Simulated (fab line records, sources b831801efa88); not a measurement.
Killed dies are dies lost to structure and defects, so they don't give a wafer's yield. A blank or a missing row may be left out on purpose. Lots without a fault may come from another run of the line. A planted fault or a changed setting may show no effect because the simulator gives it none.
One fault seen from 2 desks | flow sky130 | each desk has only its own numbers; what lay behind them comes last

THE METROLOGY DESK
What the gauges read, lot by lot, whatever tool the lot ran on: means of the sampled wafers that have a number. A lot is out of limits, marked OUT, if its mean lies more than 4 standard deviations from the usual mean; the brackets give that distance.
Columns: A = cd_nm at SKY_POLY_CUT_CD_MEAS_08, usual 269.5 nm; B = POLY_CUT_OVL at SKY_POLY_CUT_OVL_MEAS_09, usual 3 nm
lot  | first seen here | A     | B
L993 | day 23 15:57    | 269.7 | -3
L996 | day 25 11:35    | 270.9 | 5
L109 | day 29 23:05    | 269.1 | -3
L110 | day 30 00:59    | 268.4 | 5
L113 | day 32 04:33    | 267.3 | 11
L116 | day 32 11:20    | 271.6 | 3
This desk's finding: nothing out of limits on any of the 6 lots.

THE TOOL OWNER'S DESK: rie_diel-04
The tool's own readings at SKY_POLY_CUT_ETCH_11 (etches Si3N4 in CF4/CH2F2/Ar, stops on poly-Si, time 42.5 s, target depth 60 nm): means of the sampled wafers that have a number, for each lot that ran on this tool. A lot is out of limits, marked OUT, if its mean lies more than 4 standard deviations from the usual mean; the brackets give that distance.
Columns: A = drypump_motor_current_A at SKY_POLY_CUT_ETCH_11, usual 5.9 A; B = oes_product_au at SKY_POLY_CUT_ETCH_11, usual 0.832 a.u.; C = throttle_valve_pct at SKY_POLY_CUT_ETCH_11, usual 14.994 %
lot  | first seen here | A   | B     | C
L996 | day 25 11:47    | 6.0 | 0.832 | 14.995
L109 | day 29 23:17    | 5.8 | 0.825 | 14.995
L110 | day 30 01:11    | 5.9 | 0.832 | 14.995
This desk's finding: nothing out of limits on any of the 3 lots.

PUT TOGETHER
The metrology desk saw nothing out of limits.
The tool owner's desk saw nothing out of limits.

WHAT THE SIMULATOR HAD PUT IN
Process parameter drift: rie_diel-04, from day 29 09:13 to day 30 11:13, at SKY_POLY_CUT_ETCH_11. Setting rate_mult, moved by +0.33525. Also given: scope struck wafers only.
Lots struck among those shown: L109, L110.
